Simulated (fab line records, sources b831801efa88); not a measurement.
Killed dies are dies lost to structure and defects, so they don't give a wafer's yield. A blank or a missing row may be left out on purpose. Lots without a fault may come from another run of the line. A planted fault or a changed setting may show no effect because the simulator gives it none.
A struck lot beside a sound one | flow gf180mcu | 19 steps out of a route of 602
Sound: wafers L395.2, L395.5, L395.6. Struck: wafers L406.2, L406.3, L406.4. The cause comes at the end.
At each step with rows: each side's tool, then ch and its chambers, then its first start. Under that, the readings that differ: sound wafers | struck wafers | difference of the means | sigmas: that difference in standard deviations of wafers without a fault.
alike: readings whose means differ by less than 2 such deviations, and words and numbers that are the same on both sides. not compared: withheld readings, readings that some wafer has no value for, bounds like >300 that may hide the same value, and numbers for which the record gives no deviation and whose values overlap.
The two part at a step that has a row with sigmas, a row that says differs or no value, or rows on one side only. Numbers that don't overlap but have no deviation are shown without sigmas and don't part them. A reading that every wafer of one side lacks parts them only if that side has two wafers or more.

first, 1 step without rows for these wafers: GF_STI_CVD_23 (deposits SiO2, target thk 650 nm, time 108.3 s).
GF_STI_THK_MEAS_24:
  sound on film_metro-03, day 2 04:28; struck on film_metro-01, day 4 12:12
  alike: STI_CVD_23_THK
GF_STI_CMP_25: polishes, stops on Si3N4, t overpolish 33 s, target thk 524.6 nm.
  sound on cmp-02 ch 2,3, day 2 04:34; struck on cmp-01 ch 0,1,3, day 4 12:15
  alike: edge_zone_pressure_frac, motor_current_A, overpolish_run_s, time_to_endpoint_s
then, 4 steps without rows for these wafers: GF_STI_WET_ETCH_26 (etches SiO2 in dHF, target depth 94 nm, time 188 s); GF_STI_WET_ETCH_27 (etches Si3N4 in H3PO4, target depth 160 nm, time 1825 s); GF_STI_WET_ETCH_28 (etches SiO2 in dHF, target depth 20 nm, time 38.74 s); GF_STI_OXIDATION_29 (stabilise 600 s, purge 300 s, target thk 10 nm).
GF_STI_THK_MEAS_30:
  sound on film_metro-01, day 2 06:52; struck on film_metro-03, day 4 15:47
  alike: STI_OXIDATION_02_THK
then, 4 steps without rows for these wafers: GF_DNWELL_DEHYDRATE_00 (time 60 s); GF_DNWELL_HMDS_01 (prime time 60 s); GF_DNWELL_COAT_02 (resist thk 3000 nm); GF_DNWELL_SOFTBAKE_03.
GF_DNWELL_EXPOSE_04: exposes mask DNWELL, target cd 1700 nm.
  sound on iline_stepper-02 ch 0, day 2 12:53; struck on iline_stepper-01, day 4 22:31
  no value came back on the struck wafers for exposure_dose_mJ_cm2, focus_offset_nm (nm); on the sound wafers exposure_dose_mJ_cm2 reads 259.93 260.41 259.90
  alike: mask
then, 3 steps without rows for these wafers: GF_DNWELL_PEB_05; GF_DNWELL_DEVELOP_06 (develop time 60 s); GF_DNWELL_IMPLANT_07.
GF_DNWELL_STRIP_08: strips in O2/N2.
  sound on plasma_asher-02 ch 0,1, day 2 19:13; struck on plasma_asher-02 ch 0,1, day 5 06:17
  reading           | sound                | struck               | difference | sigmas
  platen_temp_c (C) | 249.97 250.22 250.02 | 250.39 250.50 250.45 | +0.38      | +2
  alike: drypump_motor_current_A, heater_power_w, oes_product_au, strip_time_to_endpoint_s
  not compared: rf_hours_counter_h
GF_DNWELL_TW_MEAS_09:
  sound on film_metro-02, day 2 19:19; struck on film_metro-04, day 5 06:24
  reading   | sound          | struck   | difference | sigmas
  DNWELL_TW | 1348 1350 1348 | 31 31 31 | -1318      | -94
then, 1 step without rows for these wafers: GF_NWELL_DEHYDRATE_00 (time 60 s).

WHERE THEY PART
First at GF_DNWELL_EXPOSE_04; last, within this record, at GF_DNWELL_TW_MEAS_09.

WHY: what the simulator had put in
Skipped step whole: iline_stepper-01, from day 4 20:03 on, at GF_DNWELL_EXPOSE_04. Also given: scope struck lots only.
